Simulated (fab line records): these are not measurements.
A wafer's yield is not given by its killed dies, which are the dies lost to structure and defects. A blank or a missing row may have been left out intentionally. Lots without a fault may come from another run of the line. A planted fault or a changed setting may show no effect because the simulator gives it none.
Which tool was responsible? || flow gf180mcu || at 1 step of a route of 602, 6 lots with 17 wafers sampled

WHAT THE GAUGES SHOWED, per wafer
GF_M5_OVL_MEAS_08.
{"lot": "L796", "measured": "day 26 23:46", "on": "overlay-02", "M5_OVL (nm)": "3 -3 0"}
{"lot": "L803", "measured": "day 29 04:52", "on": "overlay-02", "M5_OVL (nm)": "13 9"}
{"lot": "L811", "measured": "day 31 09:26", "on": "overlay-01", "M5_OVL (nm)": "9 5 10"}
{"lot": "L813", "measured": "day 31 21:07", "on": "overlay-01", "M5_OVL (nm)": "-3 -5 -3"}
{"lot": "L815", "measured": "day 31 22:36", "on": "overlay-01", "M5_OVL (nm)": "-6 -11 -6"}
{"lot": "L817", "measured": "day 32 02:16", "on": "overlay-01", "M5_OVL (nm)": "-9 -6 -13"}

EACH LOT AND THE TOOL THAT RAN IT (in order: tool; ch and the chambers of the sampled wafers; start)
There is no process step in the record ahead of these readings.

THE ANSWER, worked out from the rows above alone
Rule: the usual values come from the lots themselves. The widest of any qualifying gaps counts: lots, ordered by their means at a reading, are off when they make up no more than a third of the lots, leave a main group of 4 or more, and stand apart from it by 3 or more times the standard deviation of that group's means. If all means in a main group match to the digits the tables above print for the reading, that group is not used. A lot without any number at a reading at which 4 lots or more have one is off too. The other lots that the step has rows for count as sound.
Nothing can be told from this: no lot is off at any reading shown.

WHAT THE SIMULATOR PUT IN
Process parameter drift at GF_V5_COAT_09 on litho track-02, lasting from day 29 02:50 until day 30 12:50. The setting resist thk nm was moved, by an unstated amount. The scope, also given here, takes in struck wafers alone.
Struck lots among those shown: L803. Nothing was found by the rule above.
